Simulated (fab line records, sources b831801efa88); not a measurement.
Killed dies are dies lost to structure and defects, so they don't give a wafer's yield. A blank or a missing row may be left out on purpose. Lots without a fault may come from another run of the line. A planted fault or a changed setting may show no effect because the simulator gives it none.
Which tool did it? | flow sky130 | 11 lots, 33 wafers sampled, at 5 steps of a route of 708

WHAT THE GAUGES READ, wafer by wafer
SKY_LDD_N_OVL_MEAS_07.
lot  | measured     | on         | LDD_N_OVL (nm)
L833 | day 19 11:07 | overlay-01 | 0.7 0.5 0.2
L834 | day 19 16:40 | overlay-01 | 0.2 0.1 0.8
L837 | day 20 20:17 | overlay-02 | -0.4 -0.1 -0.8
L838 | day 21 10:04 | overlay-01 | 0.1 0.8 -0.2
L840 | day 21 21:05 | overlay-01 | 0.1 1.5 2.9
L842 | day 23 00:49 | overlay-01 | 1.5 2.0 1.3
L845 | day 23 18:37 | overlay-01 | 1.8 3.4 2.3
L848 | day 24 16:15 | overlay-01 | -0.1 -0.1 -0.8
L850 | day 25 06:37 | overlay-01 | 1.9 0.5 0.1
L851 | day 25 18:49 | overlay-01 | 0.8 0.3 -1.3
L852 | day 25 21:49 | overlay-01 | -1.3 -1.3 -1.0

WHICH TOOL RAN EACH LOT (tool, then ch and the chambers of the sampled wafers, then the start)
lot  | SKY_SONOS_ONO_ETCH_15              | SKY_RES_PROTECT_STRIP_07             | SKY_POLY_GATE_COAT_08             | SKY_POLY_GATE_STRIP_18
L833 | rie_diel-03 ch 0,1, day 14 05:57   | plasma_asher-03 ch 0,1, day 16 18:26 | litho_track-02 ch 0, day 17 11:00 | plasma_asher-03 ch 0,1, day 18 02:54
L834 | rie_diel-03 ch 0,2,3, day 14 07:54 | plasma_asher-02 ch 0,1, day 16 22:31 | litho_track-01 ch 0, day 17 13:00 | plasma_asher-01 ch 0,1, day 18 05:25
L837 | rie_diel-04 ch 1,2,3, day 15 10:45 | plasma_asher-02 ch 0,1, day 18 01:40 | litho_track-03 ch 0, day 18 18:00 | plasma_asher-02 ch 0,1, day 19 10:37
L838 | rie_diel-03 ch 0,2,3, day 15 22:03 | plasma_asher-02 ch 0,1, day 18 16:29 | litho_track-01 ch 0, day 19 09:00 | plasma_asher-03 ch 0,1, day 20 01:58
L840 | rie_diel-03 ch 0,2,3, day 16 09:31 | plasma_asher-03 ch 0,1, day 19 02:58 | litho_track-01 ch 0, day 19 20:00 | plasma_asher-01 ch 0,1, day 20 12:34
L842 | rie_diel-04 ch 1,3, day 17 12:28   | plasma_asher-03 ch 0,1, day 20 07:37 | litho_track-01 ch 0, day 21 00:00 | plasma_asher-02 ch 0,1, day 21 17:19
L845 | rie_diel-02 ch 0,1,3, day 18 04:14 | plasma_asher-03 ch 0,1, day 21 03:01 | litho_track-01 ch 0, day 21 19:00 | plasma_asher-03 ch 0,1, day 22 11:28
L848 | rie_diel-03 ch 0,2,3, day 19 05:13 | plasma_asher-02 ch 0,1, day 21 23:58 | litho_track-03 ch 0, day 22 16:00 | plasma_asher-02 ch 0,1, day 23 08:04
L850 | rie_diel-03 ch 0,1, day 19 22:30   | plasma_asher-02 ch 0,1, day 22 15:52 | litho_track-02 ch 0, day 23 08:00 | plasma_asher-02 ch 0,1, day 23 23:46
L851 | rie_diel-03 ch 0,1,3, day 20 08:36 | plasma_asher-03 ch 0,1, day 23 03:07 | litho_track-02 ch 0, day 23 20:00 | plasma_asher-02 ch 0,1, day 24 12:04
L852 | rie_diel-03 ch 2,3, day 20 11:58   | plasma_asher-02 ch 0,1, day 23 06:23 | litho_track-03 ch 0, day 23 23:00 | plasma_asher-02 ch 0,1, day 24 15:35
- SKY_SONOS_ONO_ETCH_15: etches the open film in CHF3/O2, target depth 19.52 nm, time 7.8 s.
- SKY_RES_PROTECT_STRIP_07: strips in O2/N2.
- SKY_POLY_GATE_COAT_08: resist thk 450 nm.
- SKY_POLY_GATE_STRIP_18: strips in O2/N2.

THE ANSWER, worked out from the rows above alone
Rule: what is usual is taken from the lots themselves. Put in order of their means at a reading, lots are off if they are a third of the lots or fewer, leave a main group of 4 or more, and stand apart from it by a gap of 3 or more times the standard deviation of the main group's means; of several such gaps the widest counts. A main group whose means are all the same, to the digits that the tables above print for the reading, isn't used. A lot without any number at a reading at which 4 lots or more have one is off too. The other lots that the step has rows for count as sound.
No lot is off at any reading shown: from this, nothing can be told.

WHAT THE SIMULATOR HAD PUT IN
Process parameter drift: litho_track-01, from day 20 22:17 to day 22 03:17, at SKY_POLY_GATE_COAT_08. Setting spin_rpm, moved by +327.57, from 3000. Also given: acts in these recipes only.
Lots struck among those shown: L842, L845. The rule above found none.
